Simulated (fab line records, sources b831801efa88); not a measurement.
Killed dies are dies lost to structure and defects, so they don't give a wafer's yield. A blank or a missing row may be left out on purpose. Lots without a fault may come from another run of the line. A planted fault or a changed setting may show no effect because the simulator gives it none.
One fault seen from 2 desks | flow sky130 | each desk has only its own numbers; what lay behind them comes last

THE METROLOGY DESK
What the gauges read, lot by lot, whatever tool the lot ran on: means of the sampled wafers that have a number. A lot is out of limits, marked OUT, if its mean lies more than 4 standard deviations from the usual mean; the brackets give that distance.
Columns: A = cd_nm at SKY_VIA1_CD_MEAS_12, usual 149.6 nm; B = VIA1_W_RS at SKY_VIA1_RS_MEAS_22, usual 0.425 ohm/sq; C = VIA1_W_THK at SKY_VIA1_THK_MEAS_23, usual 275 nm
lot  | first seen here | A     | B                | C
L966 | day 34 09:00    | 149.2 | 0.427            | 275
L967 | day 34 17:28    | 146.6 | 0.435            | 266
L968 | day 34 22:50    | 147.5 | 0.427            | 271
L976 | day 37 13:42    | 148.8 | 0.427            | 276
L977 | day 38 05:56    | 150.0 | 0.428            | 271
L981 | day 39 09:24    | 149.2 | 0.420            | 278
L983 | day 39 16:46    | 149.2 | 0.364 (-12) OUT  | 324 (+12) OUT
L984 | day 40 03:45    | 148.6 | 0.420            | 275
L985 | day 40 16:07    | 148.9 | 0.396 (-5.7) OUT | 302 (+6.6) OUT
L988 | day 40 21:23    | 150.5 | 0.427            | 276
This desk's finding: out of limits on L983, L985; first on L983, day 39 17:46 (VIA1_W_RS at SKY_VIA1_RS_MEAS_22). In limits: L966, L967, L968, L976, L977, L981, L984, L988.

THE TOOL OWNER'S DESK: cvd_w-02
The tool's own readings at SKY_VIA1_CVD_21 (deposits W, target thk 270 nm, time 80.902 s): means of the sampled wafers that have a number, for each lot that ran on this tool. A lot is out of limits, marked OUT, if its mean lies more than 4 standard deviations from the usual mean; the brackets give that distance.
Columns: A = heater_power_w at SKY_VIA1_CVD_21, usual 770 W
lot  | first seen here | A
L966 | day 34 09:56    | 792
L968 | day 34 23:46    | 791
L976 | day 37 14:35    | 803
L977 | day 38 06:54    | 796
L983 | day 39 17:38    | 784
L985 | day 40 17:03    | 802
This desk's finding: nothing out of limits on any of the 6 lots.

PUT TOGETHER
The metrology desk could have raised an alarm at day 39 17:46, on L983, L985.
The tool owner's desk saw nothing out of limits.
The tool owner's desk has L983, L985 on record, within its limits.
Of the lots named, all ran SKY_VIA1_CVD_21 on cvd_w-02.

WHAT THE SIMULATOR HAD PUT IN
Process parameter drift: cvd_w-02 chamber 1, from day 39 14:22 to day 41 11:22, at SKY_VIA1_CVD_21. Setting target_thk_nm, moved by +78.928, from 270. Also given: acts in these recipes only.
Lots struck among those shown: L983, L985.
Hours from the fault's start to each desk's first reading out of limits: the metrology desk, 3.
